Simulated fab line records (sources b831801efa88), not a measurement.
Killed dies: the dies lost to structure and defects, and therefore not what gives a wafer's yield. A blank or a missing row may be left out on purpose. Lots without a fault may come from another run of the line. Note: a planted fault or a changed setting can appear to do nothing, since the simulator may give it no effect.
What tool caused it? || flow gf180mcu || 15 lots with 45 wafers sampled at 4 steps, on a route of 602 steps

## WHAT THE GAUGES SHOWED, per wafer
GF_VT_IMPLANT_RS_MEAS_46: measurement is done with a four-point probe. Usual: MVSD_RS gives 456.2 ohm/sq (standard deviation 0.99).
{"lot": "L130", "measured": "day 7 20:56", "on": "film metro-01", "MVSD_RS (ohm/sq)": "456.8 455.6 455.7", "flag": ""}
{"lot": "L132", "measured": "day 8 02:07", "on": "film metro-01", "MVSD_RS (ohm/sq)": "455.4 454.9 454.5", "flag": ""}
{"lot": "L133", "measured": "day 8 08:47", "on": "film metro-02", "MVSD_RS (ohm/sq)": "456.6 457.1 457.4", "flag": ""}
{"lot": "L134", "measured": "day 8 19:23", "on": "film metro-02", "MVSD_RS (ohm/sq)": "455.4 455.4 454.9", "flag": ""}
{"lot": "L136", "measured": "day 9 06:01", "on": "film metro-01", "MVSD_RS (ohm/sq)": "456.4 454.8 454.8", "flag": ""}
{"lot": "L137", "measured": "day 9 10:15", "on": "film metro-01", "MVSD_RS (ohm/sq)": "455.6 456.8 457.3", "flag": ""}
{"lot": "L138", "measured": "day 9 16:28", "on": "film metro-02", "MVSD_RS (ohm/sq)": "457.1 456.5 456.4", "flag": ""}
{"lot": "L139", "measured": "day 10 00:19", "on": "film metro-02", "MVSD_RS (ohm/sq)": "453.7 455.4 454.3", "flag": ""}
{"lot": "L140", "measured": "day 10 08:05", "on": "film metro-01", "MVSD_RS (ohm/sq)": "455.3 456.5 456.6", "flag": ""}
{"lot": "L151", "measured": "day 13 08:58", "on": "film metro-02", "MVSD_RS (ohm/sq)": "457.3 456.7 455.5", "flag": ""}
{"lot": "L152", "measured": "day 13 23:46", "on": "film metro-01", "MVSD_RS (ohm/sq)": "455.8 458.6 457.5", "flag": ""}
{"lot": "L153", "measured": "day 14 01:50", "on": "film metro-01", "MVSD_RS (ohm/sq)": "457.8 456.8 457.6", "flag": ""}

GF_VT_IMPLANT_RS_MEAS_49: measurement is done with a four-point probe. Usual: MVPSD_RS gives 1164.7 ohm/sq (standard deviation 2.3).
{"lot": "L130", "measured": "day 7 21:17", "on": "film metro-01", "MVPSD_RS (ohm/sq)": "1162.5 1166.6 1162.5", "flag": ""}
{"lot": "L132", "measured": "day 8 02:28", "on": "film metro-01", "MVPSD_RS (ohm/sq)": "1165.9 1164.1 1167.0", "flag": ""}
{"lot": "L133", "measured": "day 8 09:09", "on": "film metro-02", "MVPSD_RS (ohm/sq)": "1168.1 1165.9 1166.7", "flag": ""}
{"lot": "L134", "measured": "day 8 19:45", "on": "film metro-02", "MVPSD_RS (ohm/sq)": "1161.8 1164.0 1163.0", "flag": ""}
{"lot": "L136", "measured": "day 9 06:22", "on": "film metro-01", "MVPSD_RS (ohm/sq)": "1162.6 1166.5 1164.6", "flag": ""}
{"lot": "L137", "measured": "day 9 10:37", "on": "film metro-01", "MVPSD_RS (ohm/sq)": "1164.3 1160.7 1162.2", "flag": ""}
{"lot": "L138", "measured": "day 9 16:50", "on": "film metro-02", "MVPSD_RS (ohm/sq)": "1161.0 1166.0 1162.7", "flag": ""}
{"lot": "L139", "measured": "day 10 00:40", "on": "film metro-02", "MVPSD_RS (ohm/sq)": "1159.6 1164.4 1162.7", "flag": ""}
{"lot": "L140", "measured": "day 10 08:26", "on": "film metro-01", "MVPSD_RS (ohm/sq)": "1164.1 1167.6 1162.2", "flag": ""}
{"lot": "L151", "measured": "day 13 09:19", "on": "film metro-02", "MVPSD_RS (ohm/sq)": "1165.3 1164.9 1166.7", "flag": ""}
{"lot": "L152", "measured": "day 14 00:07", "on": "film metro-01", "MVPSD_RS (ohm/sq)": "1159.0 1160.2 1163.1", "flag": ""}
{"lot": "L153", "measured": "day 14 02:12", "on": "film metro-01", "MVPSD_RS (ohm/sq)": "1164.4 1165.9 1163.7", "flag": ""}

## WHAT TOOL EACH LOT RAN ON (gives the tool, then ch and the chambers of the sampled wafers, and finally the start)
{"lot": "L130", "GF_STI_OXIDATION_29": "furnace-02 ch 0, day 2 11:13", "GF_DNWELL_STRIP_08": "plasma asher-03 ch 0,1, day 2 23:49"}
{"lot": "L132", "GF_STI_OXIDATION_29": "furnace-02 ch 0, day 2 16:29", "GF_DNWELL_STRIP_08": "plasma asher-03 ch 0,1, day 3 06:07"}
{"lot": "L133", "GF_STI_OXIDATION_29": "furnace-02 ch 0, day 2 21:06", "GF_DNWELL_STRIP_08": "plasma asher-03 ch 0,1, day 3 10:37"}
{"lot": "L134", "GF_STI_OXIDATION_29": "furnace-02 ch 0, day 3 04:08", "GF_DNWELL_STRIP_08": "plasma asher-01 ch 0, day 3 18:46"}
{"lot": "L136", "GF_STI_OXIDATION_29": "furnace-01 ch 0, day 3 12:26", "GF_DNWELL_STRIP_08": "plasma asher-01 ch 0,1, day 4 02:37"}
{"lot": "L137", "GF_STI_OXIDATION_29": "furnace-01 ch 0, day 3 16:02", "GF_DNWELL_STRIP_08": "plasma asher-03 ch 0,1, day 4 07:15"}
{"lot": "L138", "GF_STI_OXIDATION_29": "furnace-02 ch 0, day 3 21:37", "GF_DNWELL_STRIP_08": "plasma asher-01 ch 0,1, day 4 12:31"}
{"lot": "L139", "GF_STI_OXIDATION_29": "furnace-02 ch 0, day 4 02:43", "GF_DNWELL_STRIP_08": "plasma asher-03 ch 0,1, day 4 17:52"}
{"lot": "L140", "GF_STI_OXIDATION_29": "furnace-02 ch 0, day 4 07:38", "GF_DNWELL_STRIP_08": "plasma asher-03 ch 0,1, day 4 22:55"}
{"lot": "L141", "GF_STI_OXIDATION_29": "furnace-02, day 4 13:43", "GF_DNWELL_STRIP_08": "-"}
{"lot": "L142", "GF_STI_OXIDATION_29": "furnace-02, day 4 19:31", "GF_DNWELL_STRIP_08": "-"}
{"lot": "L143", "GF_STI_OXIDATION_29": "furnace-02, day 5 02:26", "GF_DNWELL_STRIP_08": "-"}
{"lot": "L151", "GF_STI_OXIDATION_29": "furnace-02 ch 0, day 6 16:44", "GF_DNWELL_STRIP_08": "plasma asher-04 ch 0,1, day 7 09:31"}
{"lot": "L152", "GF_STI_OXIDATION_29": "furnace-01 ch 0, day 7 02:31", "GF_DNWELL_STRIP_08": "plasma asher-03 ch 0,1, day 7 19:37"}
{"lot": "L153", "GF_STI_OXIDATION_29": "furnace-01 ch 0, day 7 03:55", "GF_DNWELL_STRIP_08": "plasma asher-01 ch 0, day 7 21:13"}
- GF_STI_OXIDATION_29: stabilise 600 s, purge 300 s, target thk 10 nm.
- GF_DNWELL_STRIP_08: strips in O2/N2.

## WHAT THE TOOLS THEMSELVES READ (means of the sampled wafers that have a number; where no wafer has one, the mark that the record gives instead)
GF_STI_OXIDATION_29. Usual: ox temp c 900.0 C, standard deviation 0.45; ox temp c max 907.3, standard deviation 1.4; spike tc lower C 900.7 C, standard deviation 0.91.
{"lot": "L130", "tool": "furnace-02", "ox temp c (C)": 899.8, "ox temp c max": 907.8, "spike tc lower C (C)": 900.9, "flag": ""}
{"lot": "L132", "tool": "furnace-02", "ox temp c (C)": 900.0, "ox temp c max": 907.7, "spike tc lower C (C)": 900.3, "flag": ""}
{"lot": "L133", "tool": "furnace-02", "ox temp c (C)": 900.0, "ox temp c max": 908.6, "spike tc lower C (C)": 900.5, "flag": ""}
{"lot": "L134", "tool": "furnace-02", "ox temp c (C)": 899.6, "ox temp c max": 906.9, "spike tc lower C (C)": 900.3, "flag": ""}
{"lot": "L136", "tool": "furnace-01", "ox temp c (C)": 899.6, "ox temp c max": 905.4, "spike tc lower C (C)": 899.9, "flag": ""}
{"lot": "L137", "tool": "furnace-01", "ox temp c (C)": 900.2, "ox temp c max": 905.6, "spike tc lower C (C)": 900.0, "flag": ""}
{"lot": "L138", "tool": "furnace-02", "ox temp c (C)": 900.1, "ox temp c max": 907.4, "spike tc lower C (C)": 900.6, "flag": ""}
{"lot": "L139", "tool": "furnace-02", "ox temp c (C)": 899.6, "ox temp c max": 906.6, "spike tc lower C (C)": 900.4, "flag": ""}
{"lot": "L140", "tool": "furnace-02", "ox temp c (C)": 899.8, "ox temp c max": 906.8, "spike tc lower C (C)": 900.6, "flag": ""}
{"lot": "L141", "tool": "furnace-02", "ox temp c (C)": "-", "ox temp c max": "-", "spike tc lower C (C)": "-", "flag": "OFF"}
{"lot": "L142", "tool": "furnace-02", "ox temp c (C)": "-", "ox temp c max": "-", "spike tc lower C (C)": "-", "flag": "OFF"}
{"lot": "L143", "tool": "furnace-02", "ox temp c (C)": "-", "ox temp c max": "-", "spike tc lower C (C)": "-", "flag": "OFF"}
{"lot": "L151", "tool": "furnace-02", "ox temp c (C)": 899.8, "ox temp c max": 907.6, "spike tc lower C (C)": 900.4, "flag": ""}
{"lot": "L152", "tool": "furnace-01", "ox temp c (C)": 900.2, "ox temp c max": 906.7, "spike tc lower C (C)": 899.9, "flag": ""}
{"lot": "L153", "tool": "furnace-01", "ox temp c (C)": 900.2, "ox temp c max": 905.7, "spike tc lower C (C)": 900.3, "flag": ""}

GF_DNWELL_STRIP_08. Usual: chamber pressure mTorr 1499.8 mTorr, standard deviation 1.4; drypump motor current A 5.6 A, standard deviation 0.64; heater power w 336 W, standard deviation 22; oes product au 0.723 a.u., standard deviation 0.0046; strip time to endpoint s 37.31 s, standard deviation 0.12.
{"lot": "L130", "tool": "plasma asher-03", "chamber pressure mTorr (mTorr)": 1499.9, "drypump motor current A (A)": 5.5, "heater power w (W)": 332, "oes product au (a.u.)": 0.722, "strip time to endpoint s (s)": 37.34, "flag": ""}
{"lot": "L132", "tool": "plasma asher-03", "chamber pressure mTorr (mTorr)": 1499.0, "drypump motor current A (A)": 5.4, "heater power w (W)": 343, "oes product au (a.u.)": 0.725, "strip time to endpoint s (s)": 37.27, "flag": ""}
{"lot": "L133", "tool": "plasma asher-03", "chamber pressure mTorr (mTorr)": 1500.8, "drypump motor current A (A)": 5.6, "heater power w (W)": 335, "oes product au (a.u.)": 0.723, "strip time to endpoint s (s)": 37.40, "flag": ""}
{"lot": "L134", "tool": "plasma asher-01", "chamber pressure mTorr (mTorr)": 1499.9, "drypump motor current A (A)": 6.7, "heater power w (W)": 372, "oes product au (a.u.)": 0.723, "strip time to endpoint s (s)": 37.27, "flag": ""}
{"lot": "L136", "tool": "plasma asher-01", "chamber pressure mTorr (mTorr)": 1500.2, "drypump motor current A (A)": 5.6, "heater power w (W)": 323, "oes product au (a.u.)": 0.721, "strip time to endpoint s (s)": 37.18, "flag": ""}
{"lot": "L137", "tool": "plasma asher-03", "chamber pressure mTorr (mTorr)": 1499.7, "drypump motor current A (A)": 5.4, "heater power w (W)": 343, "oes product au (a.u.)": 0.722, "strip time to endpoint s (s)": 37.04, "flag": ""}
{"lot": "L138", "tool": "plasma asher-01", "chamber pressure mTorr (mTorr)": 1499.5, "drypump motor current A (A)": 6.2, "heater power w (W)": 348, "oes product au (a.u.)": 0.721, "strip time to endpoint s (s)": 37.36, "flag": ""}
{"lot": "L139", "tool": "plasma asher-03", "chamber pressure mTorr (mTorr)": 1499.8, "drypump motor current A (A)": 5.6, "heater power w (W)": 331, "oes product au (a.u.)": 0.723, "strip time to endpoint s (s)": 37.50, "flag": ""}
{"lot": "L140", "tool": "plasma asher-03", "chamber pressure mTorr (mTorr)": 1499.6, "drypump motor current A (A)": 5.4, "heater power w (W)": 341, "oes product au (a.u.)": 0.719, "strip time to endpoint s (s)": 37.33, "flag": ""}
{"lot": "L151", "tool": "plasma asher-04", "chamber pressure mTorr (mTorr)": 1498.0, "drypump motor current A (A)": 6.1, "heater power w (W)": 336, "oes product au (a.u.)": 0.719, "strip time to endpoint s (s)": 37.19, "flag": ""}
{"lot": "L152", "tool": "plasma asher-03", "chamber pressure mTorr (mTorr)": 1499.3, "drypump motor current A (A)": 5.4, "heater power w (W)": 333, "oes product au (a.u.)": 0.725, "strip time to endpoint s (s)": 37.38, "flag": ""}
{"lot": "L153", "tool": "plasma asher-01", "chamber pressure mTorr (mTorr)": 1501.3, "drypump motor current A (A)": 6.8, "heater power w (W)": 368, "oes product au (a.u.)": 0.723, "strip time to endpoint s (s)": 37.31, "flag": ""}

## THE ANSWER, worked out from the rows above alone
Rule: a lot is off if the mean of its wafers that have a number lies more than 3 standard deviations from the usual mean. A lot without any number at a reading at which 4 lots or more have one is off too. All remaining lots with rows at the step are treated as sound. After the gauges, taken in route order, come the tools' own readings; for these a lot's mean is taken, as printed above. At the first step where some lot is off, the reading lying furthest off is the one used; lots without a number count as furthest.
Off at GF_STI_OXIDATION_29 (ox temp c): L141, L142, L143. Without a number there: L141, L142, L143.
A tool fits if, at that step or a process step before it, it ran every lot that is off, and no sound lot after the first of them. None of those tried fits.

## WHAT THE SIMULATOR PUT IN
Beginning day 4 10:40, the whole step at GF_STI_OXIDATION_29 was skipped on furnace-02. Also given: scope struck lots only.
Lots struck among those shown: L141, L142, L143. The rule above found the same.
